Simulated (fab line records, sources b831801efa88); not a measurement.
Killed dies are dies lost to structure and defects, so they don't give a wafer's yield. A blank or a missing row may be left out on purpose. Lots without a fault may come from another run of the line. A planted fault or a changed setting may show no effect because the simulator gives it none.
One fault seen from 2 desks | flow sky130 | each desk has only its own numbers; what lay behind them comes last

THE METROLOGY DESK
What the gauges read, lot by lot, whatever tool the lot ran on: means of the sampled wafers that have a number. A lot is out of limits, marked OUT, if its mean lies more than 4 standard deviations from the usual mean; the brackets give that distance.
Columns: A = VIA1_W_RS at SKY_VIA1_RS_MEAS_22, usual 0.428 ohm/sq; B = VIA1_W_THK at SKY_VIA1_THK_MEAS_23, usual 276 nm; C = cd_nm at SKY_METAL2_CD_MEAS_15, usual 140.4 nm
lot  | first seen here | A     | B   | C
L298 | day 33 14:34    | 0.428 | 277 | 139.3
L300 | day 34 13:25    | 0.425 | 278 | 141.6
L302 | day 35 03:55    | 0.424 | 281 | 139.2
L305 | day 36 02:58    | 0.424 | 279 | 138.3
L307 | day 37 00:42    | 0.422 | 281 | 141.2
L313 | day 38 17:37    | 0.429 | 272 | 140.7
L314 | day 39 16:04    | 0.425 | 280 | 142.2
L315 | day 40 17:52    | 0.423 | 276 | 138.4
L317 | day 40 19:16    | 0.426 | 273 | 141.1
L318 | day 40 20:13    | 0.432 | 270 | 140.8
L321 | day 40 21:22    | 0.429 | 275 | 141.1
L320 | day 41 00:28    | 0.424 | 281 | 139.6
This desk's finding: nothing out of limits on any of the 12 lots.

THE TOOL OWNER'S DESK: plasma_asher-02
The tool's own readings at SKY_METAL3_STRIP_19 (strips in O2/N2): means of the sampled wafers that have a number, for each lot that ran on this tool. A lot is out of limits, marked OUT, if its mean lies more than 4 standard deviations from the usual mean; the brackets give that distance.
Columns: A = drypump_motor_current_A at SKY_METAL3_STRIP_19, usual 5.7 A; B = oes_product_au at SKY_METAL3_STRIP_19, usual 0.511 a.u.; C = strip_time_to_endpoint_s at SKY_METAL3_STRIP_19, usual 6.73 s
lot  | first seen here | A   | B     | C
L298 | day 38 06:51    | 6.0 | 0.513 | 6.67
L300 | day 39 03:28    | 6.0 | 0.509 | 6.69
L302 | day 39 17:01    | 6.0 | 0.508 | 6.79
L305 | day 40 14:38    | 6.0 | 0.514 | 6.76
L307 | day 41 07:17    | 6.0 | 0.507 | 6.66
L315 | day 44 18:28    | 6.0 | 0.514 | 6.72
L321 | day 44 22:47    | 6.0 | 0.512 | 6.72
L320 | day 45 01:00    | 6.0 | 0.512 | 6.79
This desk's finding: nothing out of limits on any of the 8 lots.

PUT TOGETHER
The metrology desk saw nothing out of limits.
The tool owner's desk saw nothing out of limits.

WHAT THE SIMULATOR HAD PUT IN
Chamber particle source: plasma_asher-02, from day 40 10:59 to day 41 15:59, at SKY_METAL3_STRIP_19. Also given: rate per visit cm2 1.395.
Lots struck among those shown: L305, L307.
